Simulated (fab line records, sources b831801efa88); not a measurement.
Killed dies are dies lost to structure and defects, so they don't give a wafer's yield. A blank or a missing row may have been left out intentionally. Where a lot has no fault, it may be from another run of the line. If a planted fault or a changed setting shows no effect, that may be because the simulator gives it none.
One fault seen from 2 desks :: flow gf180mcu :: numbers are kept per desk, each desk with only its own; the story behind them comes last

FOR THE TOOL OWNER'S DESK: lpcvd-01
The tool's own readings at GF_HV_LDD_CVD_56 (deposits Si3N4 from DCS/NH3, target thk 90 nm, time 1543 s): means of the sampled wafers that have a number, for each lot that ran on this tool. Marked OUT: a lot whose mean sits more than 4 standard deviations from the usual mean, which makes it out of limits; the brackets give that distance.
Columns: A = spike-tc-bottom-C at GF_HV_LDD_CVD_56, usual 791.0 C; B = spike-tc-centre-C at GF_HV_LDD_CVD_56, usual 770.9 C; C = spike-tc-lower-C at GF_HV_LDD_CVD_56, usual 769.8 C; D = spike-tc-top-C at GF_HV_LDD_CVD_56, usual 782.7 C; E = spike-tc-upper-C at GF_HV_LDD_CVD_56, usual 769.6 C; F = zone-power-centre-pct at GF_HV_LDD_CVD_56, usual 15.1 %; G = zone-power-lower-pct at GF_HV_LDD_CVD_56, usual 12.6 %
lot: L984
first seen here: day 14 10:16
A: 791.6
B: 770.9
C: 769.4
D: 782.2
E: 770.6
F: 14.2
G: 12.9

lot: L989
first seen here: day 16 05:58
A: 803.6 (+4.4) OUT
B: 784.1 (+12) OUT
C: 781.3 (+8.9) OUT
D: 797.7 (+6.0) OUT
E: 780.7 (+8.5) OUT
F: 16.5
G: 12.6

lot: L997
first seen here: day 18 17:55
A: 792.1
B: 771.8
C: 768.8
D: 785.5
E: 769.6
F: 16.0
G: 12.2

lot: L998
first seen here: day 19 05:17
A: 791.8
B: 771.0
C: 769.4
D: 783.4
E: 770.4
F: 14.3
G: 12.8

lot: L101
first seen here: day 20 00:35
A: 791.6
B: 771.5
C: 768.7
D: 786.1
E: 769.3
F: 15.7
G: 12.2
This desk's finding: out of limits on L989; first on L989, day 16 05:58 (spike-tc-bottom-C at GF_HV_LDD_CVD_56). In limits: L984, L997, L998, L101.

FROM THE METROLOGY DESK
Means of the sampled wafers that have a number, per lot and without regard to the tool the lot ran on: this is what the gauges read. Marked OUT: a lot whose mean sits more than 4 standard deviations from the usual mean, which makes it out of limits; the brackets give that distance.
Columns: A = HV_LDD_01_OVL at GF_HV_LDD_OVL_MEAS_20, usual -0.1 nm; B = HV_LDD_CVD_56_THK at GF_HV_LDD_THK_MEAS_57, usual 89.8 nm; C = PSD_TW at GF_PSD_TW_MEAS_11, usual 3172
lot: L978
first seen here: day 10 19:24
A: 0.8
B: 90.5
C: 3187

lot: L981
first seen here: day 11 13:44
A: -1.8
B: 89.1
C: 3169

lot: L982
first seen here: day 12 01:35
A: -0.2
B: 90.9
C: 3179

lot: L984
first seen here: day 12 15:00
A: 0.5
B: 89.2
C: 3181

lot: L989
first seen here: day 14 09:57
A: 0.3
B: 112.0 (+22) OUT
C: 3166

lot: L994
first seen here: day 15 19:55
A: -1.6
B: 90.2
C: 3162

lot: L996
first seen here: day 16 09:06
A: -0.0
B: 90.6
C: 3153

lot: L997
first seen here: day 16 16:22
A: 1.6
B: 89.1
C: 3171

lot: L998
first seen here: day 17 03:11
A: 1.1
B: 89.3
C: 3165

lot: L100
first seen here: day 17 16:11
A: 0.1
B: 90.1
C: 3184

lot: L101
first seen here: day 17 21:58
A: -0.1
B: 88.5
C: 3154
Per this desk, out of limits: L989; the first was L989, day 16 07:25 (HV_LDD_CVD_56_THK at GF_HV_LDD_THK_MEAS_57). In limits: L978, L981, L982, L984, L994, L996, L997, L998, L100, L101.

TAKEN TOGETHER
The tool owner's desk could have raised an alarm at day 16 05:58, on L989.
The metrology desk could have raised an alarm at day 16 07:25, on L989.
The lots listed all ran GF_HV_LDD_CVD_56 on lpcvd-01.

WHAT HAD BEEN PUT IN BY THE SIMULATOR
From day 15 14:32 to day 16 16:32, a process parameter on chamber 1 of lpcvd-01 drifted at GF_HV_LDD_CVD_56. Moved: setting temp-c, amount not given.
Struck lots among those shown: L989.
Fault start to first reading out of limits, in hours, per desk: tool owner, 15; metrology, 17.
